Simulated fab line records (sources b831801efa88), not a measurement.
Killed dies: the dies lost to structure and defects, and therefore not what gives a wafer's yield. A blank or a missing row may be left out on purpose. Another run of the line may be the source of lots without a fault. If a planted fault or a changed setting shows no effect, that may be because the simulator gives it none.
Which tool is to blame?	flow sky130	13 lots, 39 wafers sampled, at 1 step of a route of 708

WHAT THE GAUGES SHOWED, per wafer
SKY_LI_CONTACT_CD_MEAS_12 targets a cd of 170 nm. Usual: cd_nm at 169.7 nm, with a standard deviation of 1.6.
lot	measured	on	cd_nm (nm)	flag
L917	day 29 03:31	cd_sem-02	170.3 171.6 172.1	
L918	day 29 06:46	cd_sem-01	171.5 173.0 172.0	
L919	day 29 12:37	cd_sem-01	169.4 170.0 170.9	
L920	day 29 22:19	cd_sem-01	171.5 171.1 171.6	
L922	day 30 23:34	cd_sem-01	169.1 169.0 168.5	
L927	day 32 13:08	cd_sem-02	169.5 170.0 170.3	
L928	day 33 00:13	cd_sem-01	169.2 169.5 168.7	
L932	day 33 23:33	cd_sem-02	167.6 167.4 168.1	
L934	day 34 19:59	cd_sem-02	170.8 171.8 170.5	
L936	day 35 10:35	cd_sem-01	166.4 169.1 168.7	
L937	day 35 17:53	cd_sem-01	168.9 169.4 170.0	
L938	day 35 19:49	cd_sem-01	167.5 169.1 168.6	
L939	day 36 07:49	cd_sem-02	168.2 167.8 168.4	

WHAT TOOL EACH LOT RAN ON (gives the tool, then ch and the chambers of the sampled wafers, and finally the start)
Record: no process step prior to these readings.

WHAT THE TOOLS THEMSELVES READ (means of the sampled wafers that have a number; where no wafer has one, the mark that the record gives instead)
The record holds no such reading with a usual standard deviation.

THE ANSWER, worked out from the rows above alone
Rule: a lot counts as off when the mean over its wafers that have a number is more than 3 standard deviations away from the usual mean. Also off: a lot with no number at a reading for which 4 or more lots have one. The other lots that the step has rows for count as sound. After the gauges, taken in route order, come the tools' own readings; for these a lot's mean is taken, as printed above. The first step at which some lot is off is used, and at that step the reading that is off furthest; a lot without a number counts as furthest.
None of the lots is off at any reading shown; this tells nothing.

WHAT THE SIMULATOR HAD PUT IN
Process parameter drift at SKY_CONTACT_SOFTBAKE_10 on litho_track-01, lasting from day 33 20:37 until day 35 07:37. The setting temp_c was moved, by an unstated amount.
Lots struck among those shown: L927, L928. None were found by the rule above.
